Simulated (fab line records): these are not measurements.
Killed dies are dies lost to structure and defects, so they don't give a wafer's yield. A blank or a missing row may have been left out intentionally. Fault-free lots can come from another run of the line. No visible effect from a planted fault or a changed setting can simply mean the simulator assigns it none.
fab line records -- flow sky130
[record] lots = 5, wafers = 15, last-day = 48
route steps=708 shown VT_ADJUST_LVTN@111 VT_ADJUST_NCORE@119 VT_ADJUST_HVTR@131 VT_ADJUST_PCH@143 PAD_OPEN@708
lots that met no fault: from a run of the same line without faults
start-h: hours from the record's opening day to when the first of the lot's shown wafers began -- wait-h: time in hours since the lot's previous step -- " same as the row above -- L1.1+2: one row covering several wafers at once -- - no value present, or no start provided -- * or withheld: withheld -- < > ~ a bound
route shown NAME@n: names a module that has steps shown in the file, with the first one's number in the route -- usual: the fault-free wafers' mean and standard deviation -- same: alike in all rows -- chamber/n: place in a boat -- sites: per-site readings -- _std_site: their standard deviation -- _edge_site: the outer-site mean with the inner-site mean subtracted -- radius-mm: for every site, how far away it sits from the centre of the wafer -- mask NAME#n: copy n -- behind: the tool/chamber that last shaped the wafer -- hold: why the lot went on hold/how many hours it stayed there/how the hold came to an end -- device: names the non-switching transistor (n, p or np) -- end of line: the route-end tests of the same wafers -- step lacking rows: just its recipe -- killed: the dies lost at the first sort to structure and to defects; this is not the yield of the wafer -- map: dies across one wafer; x = killed, . = not, _ = none there
set.NAME: the run value of the setting; set.NAME@STEP: its run value at that earlier step -- model.NAME: the simulator's own value behind a step, which no gauge read
a table for each step, a row for each wafer; lots at some steps of the route
services: the hour from which a tool's chamber was out of use, counted from the record's first day as start-h (under 0 if before that day), plus the number of hours and why
[[steps]]
[step SKY_VT_ADJUST_LVTN_SOFTBAKE_14]
[recipe] temp-c = 90, time-s = 60, resist = NOVOLAK
[step SKY_VT_ADJUST_LVTN_EXPOSE_15]
[recipe] mask-id = HVN_STD_DERIVED, na = 0.6, source-shape = conventional, sigma-outer = 0.6, polarization = unpolarized, target-cd-nm = 600, dose-mj = 163
[step SKY_VT_ADJUST_LVTN_PEB_16]
[recipe] temp-c = withheld, time-s = *, resist = NOVOLAK
[step SKY_VT_ADJUST_LVTN_DEVELOP_17]
[recipe] resist = NOVOLAK, developer = TMAH, develop-time-s = 60, dev-temp-c = 23
[step SKY_VT_ADJUST_LVTN_OVL_MEAS_18]
[usual] VT_ADJUST_LVTN_01_OVL = 1.0/1.4
lot.wafer,tool,chamber,start-h,wait-h,VT_ADJUST_LVTN_01_OVL[nm]
L991.2,overlay-01,-,196.23,0.1,-1.3
L991.3,overlay-01,-,196.23,0.1,-0.1
L991.5,overlay-01,-,196.23,0.1,1.4
L992.2,overlay-02,-,204.92,0.1,0.6
L992.4,overlay-02,-,204.92,0.1,3.0
L992.6,overlay-02,-,204.92,0.1,-0.9
L994.4,overlay-01,-,217.69,0.1,0.3
L994.5,overlay-01,-,217.69,0.1,0.0
L994.6,overlay-01,-,217.69,0.1,-0.4
L995.2,overlay-02,-,221.82,0.1,1.1
L995.3,overlay-02,-,221.82,0.1,0.1
L995.5,overlay-02,-,221.82,0.1,1.5
L100.1,overlay-01,-,254.59,0.1,2.5
L100.2,overlay-01,-,254.59,0.1,1.1
L100.4,overlay-01,-,254.59,0.1,1.8
[step SKY_VT_ADJUST_LVTN_IMPLANT_19]
[recipe] species = B, energy-kev = 30, dose-cm2 = 6.5e+11, tilt-deg = withheld
[step SKY_VT_ADJUST_LVTN_STRIP_20]
[recipe] chemistry = O2/N2, power-w = 1400, pressure-mtorr = 1500, platen-temp-c = withheld, o2-flow-sccm = 3000, n2-flow-sccm = 300, overash-fraction = 0.5
[usual] drypump-motor-current-A = 5.9/0.75, oes-product-au = 0.715/0.0046, strip-time-to-endpoint-s = 14.18/0.048
lot.wafer,tool,chamber,start-h,wait-h,drypump-motor-current-A,oes-product-au,rf-hours-counter-h,strip-time-to-endpoint-s
L991.2,plasma-asher-02,1,196.41,0.1,5.1,0.716,39,14.17
L991.3,plasma-asher-02,0,196.41,0.1,4.8,0.721,-,14.15
L991.5,plasma-asher-02,0,196.41,0.1,4.8,0.711,-,14.18
L992.2,plasma-asher-03,0,205.12,0.1,6.5,0.718,51,14.16
L992.4,plasma-asher-03,0,205.12,0.1,6.5,0.711,-,14.14
L992.6,plasma-asher-03,0,205.12,0.1,6.5,0.719,-,14.17
L994.4,plasma-asher-02,1,217.90,0.1,5.0,0.717,-,14.16
L994.5,plasma-asher-02,0,217.90,0.1,4.8,0.717,-,14.18
L994.6,plasma-asher-02,1,217.90,0.1,5.0,0.720,-,14.17
L995.2,plasma-asher-02,1,222.00,0.1,5.1,0.713,42,14.14
L995.3,plasma-asher-02,0,222.00,0.1,4.8,0.705,-,14.14
L995.5,plasma-asher-02,1,222.00,0.1,5.1,0.716,-,14.16
L100.1,plasma-asher-01,0,254.78,0.1,5.9,0.716,56,14.21
L100.2,plasma-asher-01,1,254.78,0.1,6.7,0.713,56,14.20
L100.4,plasma-asher-01,1,254.78,0.1,6.7,0.711,-,14.17
[step SKY_VT_ADJUST_LVTN_TW_MEAS_21]
[usual] VT_ADJUST_LVTN_2_TW = 188.6/1.9
lot.wafer,tool,chamber,start-h,wait-h,VT_ADJUST_LVTN_2_TW
L991.2,film-metro-01,-,196.52,0.1,190.5
L991.3,film-metro-01,-,196.52,0.1,189.0
L991.5,film-metro-01,-,196.52,0.1,190.3
L992.2,film-metro-02,-,205.23,0.1,188.7
L992.4,film-metro-02,-,205.23,0.1,188.8
L992.6,film-metro-02,-,205.23,0.1,188.4
L994.4,film-metro-01,-,217.99,0.1,190.4
L994.5,film-metro-01,-,217.99,0.1,190.2
L994.6,film-metro-01,-,217.99,0.1,190.9
L995.2,film-metro-01,-,222.11,0.1,190.4
L995.3,film-metro-01,-,222.11,0.1,190.3
L995.5,film-metro-01,-,222.11,0.1,189.7
L100.1,film-metro-02,-,254.88,0.1,187.8
L100.2,film-metro-02,-,254.88,0.1,186.9
L100.4,film-metro-02,-,254.88,0.1,187.7
[step SKY_VT_ADJUST_NCORE_DEHYDRATE_00]
[recipe] temp-c = 200, time-s = 60
[step SKY_VT_ADJUST_NCORE_HMDS_01]
[recipe] prime-time-s = 60, prime-temp-c = 120
[step SKY_VT_ADJUST_NCORE_COAT_02]
[recipe] resist = NOVOLAK, spin-rpm = 3000, resist-thk-nm = 1140
[step SKY_VT_ADJUST_NCORE_SOFTBAKE_03]
[recipe] temp-c = 90, time-s = 60, resist = NOVOLAK
[step SKY_VT_ADJUST_NCORE_EXPOSE_04]
[recipe] mask-id = LVTN_COMPLEMENT_THIN, na = 0.6, source-shape = conventional, sigma-outer = 0.6, polarization = unpolarized, target-cd-nm = 380, dose-mj = 139
[usual] exposure-dose-mJ-cm2 = 138.87/0.16
[same] sigma-outer = 0.6
lot.wafer,tool,chamber,start-h,wait-h,mask,exposure-dose-mJ-cm2
L991.2,iline-stepper-02,0,207.41,-,LVTN_COMPLEMENT_THIN#0,139.12
L991.3,iline-stepper-02,0,207.41,-,LVTN_COMPLEMENT_THIN#0,139.08
L991.5,iline-stepper-02,0,207.41,-,LVTN_COMPLEMENT_THIN#0,138.96
L992.2,iline-stepper-01,0,215.62,-,LVTN_COMPLEMENT_THIN#0,138.76
L992.4,iline-stepper-01,0,215.62,-,LVTN_COMPLEMENT_THIN#0,138.81
L992.6,iline-stepper-01,0,215.62,-,LVTN_COMPLEMENT_THIN#0,138.67
L994.4,iline-stepper-02,0,229.74,-,LVTN_COMPLEMENT_THIN#0,138.81
L994.5,iline-stepper-02,0,229.74,-,LVTN_COMPLEMENT_THIN#0,138.85
L994.6,iline-stepper-02,0,229.74,-,LVTN_COMPLEMENT_THIN#0,138.80
L995.2,iline-stepper-02,0,233.11,-,LVTN_COMPLEMENT_THIN#0,138.86
L995.3,iline-stepper-02,0,233.11,-,LVTN_COMPLEMENT_THIN#0,139.06
L995.5,iline-stepper-02,0,233.11,-,LVTN_COMPLEMENT_THIN#0,138.89
L100.1,iline-stepper-02,0,266.34,-,HVTRM#0,138.87
L100.2,iline-stepper-02,0,266.34,-,HVTRM#0,138.96
L100.4,iline-stepper-02,0,266.34,-,HVTRM#0,138.99
[step SKY_VT_ADJUST_NCORE_PEB_05]
[recipe] temp-c = withheld, time-s = *, resist = NOVOLAK
[step SKY_VT_ADJUST_NCORE_DEVELOP_06]
[recipe] resist = NOVOLAK, developer = TMAH, develop-time-s = 60, dev-temp-c = 23
[step SKY_VT_ADJUST_NCORE_CD_MEAS_07]
[recipe] target-cd-nm = 380
[usual] cd-nm = 379.5/2.7
lot.wafer,tool,chamber,start-h,wait-h,cd-nm
L991.2,cd-sem-01,-,218.00,0.1,379.6
L991.3,cd-sem-01,-,218.00,0.1,378.5
L991.5,cd-sem-01,-,218.00,0.1,380.1
L992.2,cd-sem-02,-,227.50,0.1,376.1
L992.4,cd-sem-02,-,227.50,0.1,375.4
L992.6,cd-sem-02,-,227.50,0.1,376.8
L994.4,cd-sem-02,-,241.30,0.1,379.4
L994.5,cd-sem-02,-,241.30,0.1,378.2
L994.6,cd-sem-02,-,241.30,0.1,378.1
L995.2,cd-sem-01,-,244.75,0.1,378.4
L995.3,cd-sem-01,-,244.75,0.1,379.0
L995.5,cd-sem-01,-,244.75,0.1,378.6
L100.1,cd-sem-02,-,278.53,0.1,-
L100.2,cd-sem-02,-,278.53,0.1,-
L100.4,cd-sem-02,-,278.53,0.1,-
[step SKY_VT_ADJUST_NCORE_OVL_MEAS_08]
[usual] VT_ADJUST_NCORE_OVL = 0.9/1.3
lot.wafer,tool,chamber,start-h,wait-h,VT_ADJUST_NCORE_OVL[nm]
L991.2,overlay-01,-,218.10,0.1,0.4
L991.3,overlay-01,-,218.10,0.1,-1.0
L991.5,overlay-01,-,218.10,0.1,-0.5
L992.2,overlay-02,-,227.61,0.1,3.5
L992.4,overlay-02,-,227.61,0.1,2.7
L992.6,overlay-02,-,227.61,0.1,3.2
L994.4,overlay-02,-,241.38,0.1,-1.2
L994.5,overlay-02,-,241.38,0.1,1.1
L994.6,overlay-02,-,241.38,0.1,-0.4
L995.2,overlay-02,-,244.86,0.1,1.4
L995.3,overlay-02,-,244.86,0.1,-1.0
L995.5,overlay-02,-,244.86,0.1,-0.5
L100.1,overlay-01,-,278.65,0.1,-
L100.2,overlay-01,-,278.65,0.1,-
L100.4,overlay-01,-,278.65,0.1,-
[step SKY_VT_ADJUST_NCORE_IMPLANT_09]
[recipe] species = B, energy-kev = 10, dose-cm2 = 2.4e+12, tilt-deg = withheld
[step SKY_VT_ADJUST_NCORE_STRIP_10]
[recipe] chemistry = O2/N2, power-w = 1400, pressure-mtorr = 1500, platen-temp-c = withheld, o2-flow-sccm = 3000, n2-flow-sccm = 300, overash-fraction = 0.5
[usual] drypump-motor-current-A = 5.8/0.83, oes-product-au = 0.716/0.0037, strip-time-to-endpoint-s = 14.17/0.031
lot.wafer,tool,chamber,start-h,wait-h,drypump-motor-current-A,oes-product-au,rf-hours-counter-h,strip-time-to-endpoint-s
L991.2,plasma-asher-04,1,218.28,0.1,4.7,0.722,10,14.20
L991.3,plasma-asher-04,1,218.28,0.1,4.8,0.722,-,14.22
L991.5,plasma-asher-04,0,218.28,0.1,6.3,0.717,-,14.14
L992.2,plasma-asher-04,1,227.79,0.1,4.8,0.711,11,14.15
L992.4,plasma-asher-04,1,227.79,0.1,4.8,0.723,-,14.15
L992.6,plasma-asher-04,1,227.79,0.1,4.8,0.719,-,14.15
L994.4,plasma-asher-03,0,241.58,0.1,6.5,0.717,-,14.19
L994.5,plasma-asher-03,0,241.58,0.1,6.5,0.715,-,14.22
L994.6,plasma-asher-03,1,241.58,0.1,6.7,0.716,-,14.16
L995.2,plasma-asher-02,0,245.04,0.1,4.8,0.717,45,14.18
L995.3,plasma-asher-02,1,245.04,0.1,5.1,0.718,-,14.20
L995.5,plasma-asher-02,0,245.04,0.1,4.8,0.711,-,14.22
L100.1,plasma-asher-02,0,278.84,0.1,4.8,0.715,48,14.18
L100.2,plasma-asher-02,1,278.84,0.1,5.1,0.714,48,14.19
L100.4,plasma-asher-02,1,278.84,0.1,5.1,0.713,-,14.16
[step SKY_VT_ADJUST_NCORE_TW_MEAS_11]
[usual] VT_ADJUST_NCORE_TW = 219.5/2.5
lot.wafer,tool,chamber,start-h,wait-h,VT_ADJUST_NCORE_TW
L991.2,film-metro-02,-,218.39,0.1,218.5
L991.3,film-metro-02,-,218.39,0.1,219.0
L991.5,film-metro-02,-,218.39,0.1,218.9
L992.2,film-metro-02,-,227.90,0.1,219.8
L992.4,film-metro-02,-,227.90,0.1,219.9
L992.6,film-metro-02,-,227.90,0.1,219.6
L994.4,film-metro-03,-,241.68,0.1,215.7
L994.5,film-metro-03,-,241.68,0.1,215.3
L994.6,film-metro-03,-,241.68,0.1,217.0
L995.2,film-metro-01,-,245.15,0.1,222.4
L995.3,film-metro-01,-,245.15,0.1,222.3
L995.5,film-metro-01,-,245.15,0.1,222.0
L100.1,film-metro-03,-,278.94,0.1,29.7
L100.2,film-metro-03,-,278.94,0.1,29.6
L100.4,film-metro-03,-,278.94,0.1,29.7
[step SKY_VT_ADJUST_HVTR_DEHYDRATE_00]
[recipe] temp-c = 200, time-s = 60
[step SKY_VT_ADJUST_HVTR_HMDS_01]
[recipe] prime-time-s = 60, prime-temp-c = 120
[step SKY_VT_ADJUST_HVTR_COAT_02]
[recipe] resist = NOVOLAK, spin-rpm = 3000, resist-thk-nm = 1140
[step SKY_VT_ADJUST_HVTR_SOFTBAKE_03]
[recipe] temp-c = 90, time-s = 60, resist = NOVOLAK
[step SKY_VT_ADJUST_HVTR_EXPOSE_04]
[recipe] mask-id = HVTRM, target-cd-nm = 380, na = 0.6, source-shape = conventional, sigma-outer = 0.6, dose-mj = 150
[step SKY_VT_ADJUST_HVTR_PEB_05]
[recipe] temp-c = withheld, time-s = *, resist = NOVOLAK
[step SKY_VT_ADJUST_HVTR_DEVELOP_06]
[recipe] develop-time-s = 60, dev-temp-c = 23
[step SKY_VT_ADJUST_HVTR_CD_MEAS_07]
[recipe] target-cd-nm = 380
[usual] cd-nm = 379.9/2.1
lot.wafer,tool,chamber,start-h,wait-h,cd-nm
L991.2,cd-sem-02,-,241.75,0.1,381.4
L991.3,cd-sem-02,-,241.75,0.1,382.4
L991.5,cd-sem-02,-,241.75,0.1,380.1
L992.2,cd-sem-01,-,250.95,0.1,383.7
L992.4,cd-sem-01,-,250.95,0.1,381.9
L992.6,cd-sem-01,-,250.95,0.1,381.6
L994.4,cd-sem-01,-,265.09,0.1,377.7
L994.5,cd-sem-01,-,265.09,0.1,379.7
L994.6,cd-sem-01,-,265.09,0.1,377.7
L995.2,cd-sem-02,-,267.60,0.1,383.3
L995.3,cd-sem-02,-,267.60,0.1,383.1
L995.5,cd-sem-02,-,267.60,0.1,381.6
L100.1,cd-sem-01,-,304.56,0.1,378.7
L100.2,cd-sem-01,-,304.56,0.1,377.6
L100.4,cd-sem-01,-,304.56,0.1,375.6
[step SKY_VT_ADJUST_HVTR_OVL_MEAS_08]
[usual] VT_ADJUST_HVTR_OVL = -0.2/1.3
lot.wafer,tool,chamber,start-h,wait-h,VT_ADJUST_HVTR_OVL[nm]
L991.2,overlay-01,-,241.86,0.1,-0.3
L991.3,overlay-01,-,241.86,0.1,-1.3
L991.5,overlay-01,-,241.86,0.1,-0.2
L992.2,overlay-02,-,251.05,0.1,-1.9
L992.4,overlay-02,-,251.05,0.1,-1.0
L992.6,overlay-02,-,251.05,0.1,0.0
L994.4,overlay-02,-,265.16,0.1,-1.5
L994.5,overlay-02,-,265.16,0.1,0.5
L994.6,overlay-02,-,265.16,0.1,-0.5
L995.2,overlay-02,-,267.70,0.1,-0.6
L995.3,overlay-02,-,267.70,0.1,0.5
L995.5,overlay-02,-,267.70,0.1,-0.5
L100.1,overlay-02,-,304.68,0.1,-1.7
L100.2,overlay-02,-,304.68,0.1,1.0
L100.4,overlay-02,-,304.68,0.1,0.7
[step SKY_VT_ADJUST_HVTR_IMPLANT_09]
[recipe] species = B, energy-kev = 10, dose-cm2 = 2.1e+12, tilt-deg = withheld
[step SKY_VT_ADJUST_HVTR_STRIP_10]
[recipe] chemistry = O2/N2, power-w = 1400, pressure-mtorr = 1500, platen-temp-c = withheld, o2-flow-sccm = 3000, n2-flow-sccm = 300, overash-fraction = 0.5
[usual] drypump-motor-current-A = 6.1/0.74, oes-product-au = 0.716/0.0048, strip-time-to-endpoint-s = 14.18/0.047
lot.wafer,tool,chamber,start-h,wait-h,drypump-motor-current-A,oes-product-au,rf-hours-counter-h,strip-time-to-endpoint-s
L991.2,plasma-asher-04,0,242.04,0.1,6.3,0.724,13,14.24
L991.3,plasma-asher-04,1,242.04,0.1,4.7,0.719,-,14.21
L991.5,plasma-asher-04,1,242.04,0.1,4.7,0.715,-,14.23
L992.2,plasma-asher-01,1,251.23,0.1,6.7,0.718,55,14.20
L992.4,plasma-asher-01,1,251.23,0.1,6.7,0.715,-,14.18
L992.6,plasma-asher-01,1,251.23,0.1,6.7,0.718,-,14.14
L994.4,plasma-asher-03,1,265.36,0.1,6.7,0.716,-,14.16
L994.5,plasma-asher-03,0,265.36,0.1,6.5,0.714,-,14.17
L994.6,plasma-asher-03,1,265.36,0.1,6.7,0.714,-,14.16
L995.2,plasma-asher-04,1,267.88,0.1,4.7,0.718,15,14.29
L995.3,plasma-asher-04,0,267.88,0.1,6.3,0.717,-,14.26
L995.5,plasma-asher-04,0,267.88,0.1,6.3,0.719,-,14.25
L100.1,plasma-asher-01,0,304.87,0.1,5.9,0.719,61,14.18
L100.2,plasma-asher-01,1,304.87,0.1,6.7,0.715,61,14.16
L100.4,plasma-asher-01,0,304.87,0.1,5.9,0.728,-,14.18
[step SKY_VT_ADJUST_HVTR_TW_MEAS_11]
[usual] VT_ADJUST_HVTR_TW = 210.3/1.3
lot.wafer,tool,chamber,start-h,wait-h,VT_ADJUST_HVTR_TW
L991.2,film-metro-03,-,242.15,0.1,208.5
L991.3,film-metro-03,-,242.15,0.1,208.8
L991.5,film-metro-03,-,242.15,0.1,209.4
L992.2,film-metro-03,-,251.34,0.1,208.8
L992.4,film-metro-03,-,251.34,0.1,208.0
L992.6,film-metro-03,-,251.34,0.1,209.1
L994.4,film-metro-04,-,265.46,0.1,210.9
L994.5,film-metro-04,-,265.46,0.1,211.0
L994.6,film-metro-04,-,265.46,0.1,210.6
L995.2,film-metro-02,-,267.99,0.1,209.8
L995.3,film-metro-02,-,267.99,0.1,209.9
L995.5,film-metro-02,-,267.99,0.1,209.8
L100.1,film-metro-03,-,304.97,0.1,259.5
L100.2,film-metro-03,-,304.97,0.1,260.3
L100.4,film-metro-03,-,304.97,0.1,260.8
[step SKY_VT_ADJUST_PCH_DEHYDRATE_00]
[recipe] temp-c = 200, time-s = 60
[step SKY_PAD_OPEN_PROBE_99]
[usual] killed_at_M0_to_M3 = 42/7, killed_at_M4_up = 2.8/1.8, killed-at-contacts = 24/5.8, killed-at-front-end = 15/4.8, killed-at-other = 0.3/0.56, killed-dies = 84/11, killed-on-rim = 17/4.2, killed-open = 46/7.8, killed-short = 38/6.3
[same] gross-dies = 492, killed-at-back-side = 0
lot.wafer,tool,chamber,start-h,wait-h,killed_at_M0_to_M3,killed_at_M4_up,killed-at-contacts,killed-at-front-end,killed-at-other,killed-dies,killed-on-rim,killed-open,killed-short,model.etest.pfet_16v.r-on-ohm-um,model.etest.nfet_16v.r-on-ohm-um,model.etest.pfet-g5v0d10v5.r-on-ohm-um,model.etest.tip-p.rs-ohm-sq,model.etest.pfet_01v8.r-on-ohm-um,model.etest.res-pwell-under-gate.rs-ohm-sq,model.etest.nfet-g5v0d10v5.r-on-ohm-um,model.etest.tip_p_5v.rs-ohm-sq
L991.2,prober-02,-,1110.61,0.1,45,1,41,15,0,102,16,59,42,1.499e+04,1.384e+04,4777,7007,2988,2266,1877,2886
L991.3,prober-02,-,1110.66,0.2,57,4,29,16,1,107,26,65,42,1.506e+04,1.382e+04,4834,6986,2961,2260,1879,2895
L991.5,prober-02,-,1110.76,0.2,45,5,25,15,0,90,13,49,39,1.486e+04,1.351e+04,4742,6985,2999,2276,1848,2899
L992.2,prober-01,-,1119.44,0.1,42,5,25,12,0,84,18,47,37,1.54e+04,1.414e+04,4756,6930,2939,2270,1900,2844
L992.4,prober-01,-,1119.54,0.2,45,2,30,15,1,93,22,51,42,1.557e+04,1.426e+04,4784,6951,2920,2289,1879,2869
L992.6,prober-01,-,1119.64,0.2,42,1,23,18,0,84,27,39,45,1.552e+04,1.438e+04,4848,7024,2972,2300,1922,2846
L994.4,prober-01,-,1127.20,0.2,50,1,23,19,0,93,19,50,43,1.571e+04,1.406e+04,4663,6891,2890,2282,1868,2822
L994.5,prober-01,-,1127.25,0.2,39,2,26,17,0,84,15,45,38,1.53e+04,1.409e+04,4651,6881,2861,2306,1840,2810
L994.6,prober-01,-,1127.30,0.2,32,3,16,9,0,60,9,30,30,1.542e+04,1.406e+04,4676,6924,2968,2290,1886,2844
L995.2,prober-02,-,1129.74,0.1,47,7,18,7,0,79,14,38,41,1.512e+04,1.387e+04,4600,6868,2795,2260,1841,2846
L995.3,prober-02,-,1129.79,0.2,40,2,26,22,0,90,16,49,41,1.52e+04,1.396e+04,4726,6856,2897,2246,1862,2866
L995.5,prober-02,-,1129.89,0.2,43,2,29,8,1,83,16,45,38,1.544e+04,1.393e+04,4656,6890,2843,2271,1856,2845
L100.1,prober-01,-,1157.61,0.1,53,4,26,409,0,492,96,58,40,1.848e+04,1.113e+04,6063,7623,3380,2605,1602,3117
L100.2,prober-01,-,1157.66,0.1,41,4,25,422,0,492,96,50,41,1.892e+04,1.113e+04,5984,7657,3300,2592,1584,3123
L100.4,prober-01,-,1157.76,0.2,49,5,32,406,0,492,96,54,49,1.889e+04,1.114e+04,6065,7609,3342,2625,1597,3112
// killed by level:class
L991.2 LI_CONTACT:geometric-particle:open=13 CONTACT:geometric-particle:open=11 VIA1:geometric-particle:open=11 METAL1:geometric-particle:short=9 LOCAL_INTERCONNECT:geometric-particle:short=8 VIA3:geometric-particle:open=8 VIA2:geometric-particle:open=7 CONTACT:geometric-particle:short=5
L991.3 VIA2:geometric-particle:open=11 CONTACT:geometric-particle:open=10 VIA3:geometric-particle:open=9 LI_CONTACT:geometric-particle:open=8 METAL1:geometric-particle:short=8 METAL2:geometric-particle:short=7 VIA1:geometric-particle:open=7 POLY_GATE:geometric-particle:open=6
L991.5 VIA2:geometric-particle:open=11 LI_CONTACT:geometric-particle:open=9 VIA1:geometric-particle:open=9 METAL1:geometric-particle:short=9 CONTACT:geometric-particle:open=7 VIA3:geometric-particle:open=4 POLY_GATE:geometric-particle:short=3 POLY_CUT:geometric-particle:short=3
L992.2 CONTACT:geometric-particle:open=10 METAL1:geometric-particle:short=8 VIA1:geometric-particle:open=8 LI_CONTACT:geometric-particle:open=6 VIA2:geometric-particle:open=6 CONTACT:geometric-particle:short=5 VIA3:geometric-particle:open=5 POLY_GATE:geometric-particle:short=4
L992.4 CONTACT:geometric-particle:open=13 VIA1:geometric-particle:open=11 VIA3:geometric-particle:open=11 FIELD_ISO:geometric-particle:short=7 LI_CONTACT:geometric-particle:open=7 CONTACT:geometric-particle:short=7 VIA1:geometric-particle:short=6 VIA2:geometric-particle:short=4
L992.6 CONTACT:geometric-particle:open=10 METAL1:geometric-particle:short=8 POLY_GATE:geometric-particle:short=7 LOCAL_INTERCONNECT:geometric-particle:short=7 VIA3:geometric-particle:short=7 VIA1:geometric-particle:open=6 VIA3:geometric-particle:open=6 FIELD_ISO:geometric-particle:short=5
L994.4 LI_CONTACT:geometric-particle:open=11 VIA1:geometric-particle:open=10 VIA2:geometric-particle:open=8 VIA3:geometric-particle:open=7 VIA1:geometric-particle:short=6 POLY_GATE:geometric-particle:short=5 METAL2:geometric-particle:short=5 VIA3:geometric-particle:short=5
L994.5 CONTACT:geometric-particle:open=10 VIA1:geometric-particle:open=7 LI_CONTACT:geometric-particle:open=6 VIA3:geometric-particle:open=6 VIA2:geometric-particle:open=6 CONTACT:geometric-particle:short=5 VIA2:geometric-particle:short=5 FIELD_ISO:geometric-particle:short=4
L994.6 VIA1:geometric-particle:open=9 VIA2:geometric-particle:open=9 CONTACT:geometric-particle:short=6 LI_CONTACT:geometric-particle:open=4 POLY_GATE:geometric-particle:short=3 CONTACT:geometric-particle:open=3 VIA1:geometric-particle:short=3 VIA2:geometric-particle:short=3
L995.2 VIA1:geometric-particle:open=14 METAL2:geometric-particle:short=9 CONTACT:geometric-particle:short=5 METAL4:geometric-particle:short=5 LI_CONTACT:geometric-particle:short=4 LI_CONTACT:geometric-particle:open=4 METAL1:geometric-particle:short=4 VIA2:geometric-particle:open=4
L995.3 LI_CONTACT:geometric-particle:open=15 VIA1:geometric-particle:open=8 METAL2:geometric-particle:short=7 POLY_GATE:geometric-particle:open=7 VIA1:geometric-particle:short=5 VIA3:geometric-particle:open=5 FIELD_ISO:geometric-particle:short=4 POLY_GATE:geometric-particle:short=4
L995.5 VIA1:geometric-particle:open=10 CONTACT:geometric-particle:open=8 METAL2:geometric-particle:short=7 VIA3:geometric-particle:open=7 LI_CONTACT:geometric-particle:open=5 LI_CONTACT:geometric-particle:short=5 LOCAL_INTERCONNECT:geometric-particle:short=5 CONTACT:geometric-particle:short=5
L100.1 VT_ADJUST_NCORE:area-expose=393 VIA1:geometric-particle:open=16 VIA3:geometric-particle:open=11 CONTACT:geometric-particle:open=9 LI_CONTACT:geometric-particle:open=8 VIA1:geometric-particle:short=8 FIELD_ISO:geometric-particle:short=7 VIA2:geometric-particle:short=5
L100.2 VT_ADJUST_NCORE:area-expose=398 CONTACT:geometric-particle:open=10 VIA1:geometric-particle:open=10 VIA2:geometric-particle:open=7 VIA3:geometric-particle:open=7 FIELD_ISO:geometric-particle:short=5 LI_CONTACT:geometric-particle:short=5 VIA3:geometric-particle:short=5
L100.4 VT_ADJUST_NCORE:area-expose=389 CONTACT:geometric-particle:open=13 VIA1:geometric-particle:open=12 VIA1:geometric-particle:short=8 LI_CONTACT:geometric-particle:open=8 VIA2:geometric-particle:open=8 CONTACT:geometric-particle:short=6 FIELD_ISO:geometric-particle:short=5
// map L100.1 (x killed, . not)
__________xxxxxxxxxx_________
________xxxxxxxxxxxxxx_______
______xxxxxxxxxxxxxxxxxx_____
_____xxxxxxxxxxxxxxxxxxxx____
____xxxxxxxxxxxxxxxxxxxxxx___
___xxxxxxxxxxxxxxxxxxxxxxxx__
__xxxxxxxxxxxxxxxxxxxxxxxxxx_
_xxxxxxxxxxxxxxxxxxxxxxxxxxxx
_xxxxxxxxxxxxxxxxxxxxxxxxxxxx
_xxxxxxxxxxxxxxxxxxxxxxxxxxxx
_xxxxxxxxxxxxxxxxxxxxxxxxxxxx
_xxxxxxxxxxxxxxxxxxxxxxxxxxxx
_xxxxxxxxxxxxxxxxxxxxxxxxxxxx
_xxxxxxxxxxxxxxxxxxxxxxxxxxxx
_xxxxxxxxxxxxxxxxxxxxxxxxxxxx
__xxxxxxxxxxxxxxxxxxxxxxxxxx_
___xxxxxxxxxxxxxxxxxxxxxxxx__
____xxxxxxxxxxxxxxxxxxxxxx___
_____xxxxxxxxxxxxxxxxxxxx____
______xxxxxxxxxxxxxxxxxx_____
________xxxxxxxxxxxxxx_______
__________xxxxxxxxxx_________
// map L994.4 (x killed, . not)
__________.........._________
________x.......x..x.._______
______........xx.x.x.x.._____
_____.x.....x.x..........____
____.........x.x.x..x.....___
___.x........x.xx.......x..__
__.x....x...x..............x_
_.......x.xx.................
_...................x.....x..
_..x......x...x.............x
_.........x..x...............
_..xx..........xxx.......x.x.
_x.x.x...x.....x.........x...
_xx.x..........x.............
_.x..x.xx........xx..x.x..xx.
__x.xxx..x.x......x.x..xx..._
___x.x..x..........x......x__
____..x...........xxx...x.___
_____..x..........x..x...____
______.......x........x._____
________...xx....xx..x_______
__________x........._________
[[services]]
tool,chamber,start-h,hours,kind
plasma-asher-03,-,182.22,14.6,pm
plasma-asher-01,-,197.26,28.1,pm
iline-stepper-01,-,232.14,2.1,pm
iline-stepper-01,-,234.23,-,consumable-replace:lamp
iline-stepper-01,-,242.16,1.7,pm
plasma-asher-04,-,257.11,1.4,repair
plasma-asher-04,-,273.62,1.5,repair
iline-stepper-02,-,274.24,5.5,repair
plasma-asher-03,-,297.17,3.5,repair
[[key]]
[first-sign] step = SKY_VT_ADJUST_NCORE_EXPOSE_04, reading = mask, direction = changed
[effect] step = SKY_VT_ADJUST_NCORE_CD_MEAS_07, reading = cd-nm, direction = missing
[effect] step = SKY_VT_ADJUST_NCORE_OVL_MEAS_08, reading = VT_ADJUST_NCORE_OVL, direction = missing
[effect] step = SKY_VT_ADJUST_NCORE_TW_MEAS_11, reading = VT_ADJUST_NCORE_TW, direction = down, sigmas = 76, usual = 219.5, struck = 29.7
[effect] step = SKY_VT_ADJUST_HVTR_TW_MEAS_11, reading = VT_ADJUST_HVTR_TW, direction = up, sigmas = 38, usual = 210.3, struck = 260.2
[effect] step = SKY_PAD_OPEN_PROBE_99, reading = killed-at-front-end, direction = up, sigmas = 82, usual = 15, struck = 412
[model-effect] step = SKY_PAD_OPEN_PROBE_99, value = etest.pfet_16v.r-on-ohm-um, without = 1.546e+04, struck = 1.876e+04
[more-kills-born-at] SKY_VT_ADJUST_NCORE_EXPOSE_04@iline-stepper-02 = 1180
met-at SKY_VT_ADJUST_NCORE_EXPOSE_04
struck-wafers L100.1,L100.2,L100.4
tester-left-out L100
onset-between 233.11 266.34
[fault] kind = wrong-mask, tool = any, chamber = -, onset-h = 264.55, steps = SKY_VT_ADJUST_NCORE_EXPOSE_04, aux-copy = HVTRM#0, scope = struck-lots-only
// tester-left-out: of these lots the tester's yield and bins aren't shown, on N5 and GAA mostly nor the transistor test; their killed dies are dies lost to structure and defects alone, not to doping, threshold or leakage, so they don't give the yield
